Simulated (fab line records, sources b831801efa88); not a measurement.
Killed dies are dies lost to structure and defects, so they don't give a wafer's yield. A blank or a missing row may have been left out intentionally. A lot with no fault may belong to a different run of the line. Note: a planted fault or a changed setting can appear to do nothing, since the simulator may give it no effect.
Split-lot experiment | flow sfq line | 23 wafers read from 5 lots, route of 325 steps

THE SPLIT ITSELF
At SFQ_TRILAYER_M4_LITHO_PEB_096 (peb time 60 s), the setting peb temp c was moved away from the recipe's 115 C on 8 of the 23 wafers read, by -2.9% to +3.1%. For the rest of the wafers, this setting stayed at what the recipe calls for.

FROM THE SPLIT TO THE READING: what the file shows between them, 2 steps
- SFQ_TRILAYER_M4_LITHO_DEVELOP_095: time 60 s
- SFQ_TRILAYER_M4_BARC_OPEN_METAL_ETCH_123: etches BARC in O2, target depth 125 nm, time 41.7 s

THE READING
M4.cd nm (the simulator's own value, which no gauge read), in nm, at SFQ_TRILAYER_M4_ETCH_METAL_ETCH_096 (etches Nb in Cl2/Ar, stops on SiO2, target depth 240 nm, time 120 s). There is no usual value for it anywhere in the file. Average 500.0 nm, standard deviation 0.9 nm, over the 15 wafers here run with the recipe.

wafer  | tool, chamber at the split | peb temp c as run, C | against the recipe | M4.cd nm, nm | against lot-mates on the recipe
L076.1 | litho track-03, 0          | 115                  | recipe             | 499.7        | -
L076.2 | litho track-03, 0          | 115                  | recipe             | 500          | -
L076.3 | litho track-03, 0          | 115                  | recipe             | 500          | -
L076.4 | litho track-03, 0          | 118.6                | +3.1%              | 444          | -55.9
L076.6 | litho track-03, 0          | 118.6                | +3.1%              | 443.8        | -56.1
L078.1 | litho track-01, 0          | 115                  | recipe             | 499.3        | -
L078.2 | litho track-01, 0          | 115                  | recipe             | 500.1        | -
L078.4 | litho track-01, 0          | 115                  | recipe             | 500.5        | -
L078.5 | litho track-01, 0          | 115                  | recipe             | 498.3        | -
L078.6 | litho track-01, 0          | 115                  | recipe             | 498.4        | -
L079.2 | litho track-02, 0          | 111.7                | -2.9%              | 571.1        | +69.7
L079.3 | litho track-02, 0          | 111.7                | -2.9%              | 571.4        | +70.0
L079.4 | litho track-02, 0          | 115                  | recipe             | 501.6        | -
L079.5 | litho track-02, 0          | 115                  | recipe             | 501.2        | -
L079.6 | litho track-02, 0          | 111.7                | -2.9%              | 568.6        | +67.2
L080.3 | litho track-03, 0          | 115                  | recipe             | 499.4        | -
L080.5 | litho track-03, 0          | 115                  | recipe             | 500.1        | -
L080.6 | litho track-03, 0          | 115                  | recipe             | 501.1        | -
L084.1 | litho track-03, 0          | 115                  | recipe             | 499.9        | -
L084.2 | litho track-03, 0          | 116.3                | +1.1%              | 476.9        | -23.2
L084.3 | litho track-03, 0          | 116.3                | +1.1%              | 477.8        | -22.3
L084.5 | litho track-03, 0          | 116.3                | +1.1%              | 475.5        | -24.6
L084.6 | litho track-03, 0          | 115                  | recipe             | 500.4        | -

FIT RESULTS
A straight line over all 23 wafers: M4.cd nm changes by -21.6 nm for each +1% of peb temp c; r = -0.99; the points scatter about the line by 4.3 nm.
The same after taking each lot's own level away (the mean of its wafers on the recipe; 23 wafers): -21.3 nm for each +1%; r = -0.99; scatter 4 nm.
That fit puts the effect of the largest move of peb temp c on the reading at 67 nm.
Across the lots, their own levels run from 499.32 to 501.40 nm, a range of 2.3 times the standard deviation given above.
The two slopes agree, so the slope changes little with the lot-to-lot level.
Check: with one of the wafers moved furthest among these (+3.1%) left out of the fit, the line predicts -67.5 nm for it against its lot-mates. Against them it came out at -55.9 nm.

THE OTHER SPLITS THESE WAFERS WENT THROUGH
Note: prior to the reading, these wafers also went through further splits. Each is held against what the fit with the lots' levels taken away leaves over:
other split on the same wafers                            | wafers away from the commonest value | r with M4.cd nm (lot level and that fit taken away)
SFQ_TRILAYER_I1_VIA_ETCH_VIA_ETCH_052 source w            | 8                                    | -0.31
SFQ_TRILAYER_I2_VIA_LITHO_EXPOSE_068 dose mj              | 7                                    | -0.29
SFQ_TRILAYER_I2_VIA_BARC_OPEN_VIA_ETCH_096 pressure mtorr | 15                                   | +0.18
SFQ_TRILAYER_M3_DEP_SPUTTER_073 power w                   | 12                                   | +0.10
SFQ_TRILAYER_M3_BARC_OPEN_METAL_ETCH_100 pressure mtorr   | 18                                   | -0.35
SFQ_TRILAYER_I3_VIA_LITHO_COAT_085 resist thk nm          | 10                                   | -0.01
SFQ_TRILAYER_M4_DEP_SPUTTER_091 time s                    | 11                                   | -0.25

THE WHOLE CHAIN: every reading that the file lists as answering this split, in the file's order
step                                     | what it does                                                        | reading                                                   | change (the file's fit)              | r (the file's)
SFQ_TRILAYER_M4_BARC_OPEN_METAL_ETCH_123 | etches BARC in O2, target depth 125 nm, time 41.7 s                 | M4.cd nm (the simulator's own value, which no gauge read) | -20.5 nm for each +1% of the setting | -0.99
SFQ_TRILAYER_M4_ETCH_METAL_ETCH_096      | etches Nb in Cl2/Ar, stops on SiO2, target depth 240 nm, time 120 s | M4.cd nm (the simulator's own value, which no gauge read) | -20.7 nm for each +1% of the setting | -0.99

FILE'S OWN FIT
M4.cd nm changes by -20.7 nm for each +1% of peb temp c, r = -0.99.
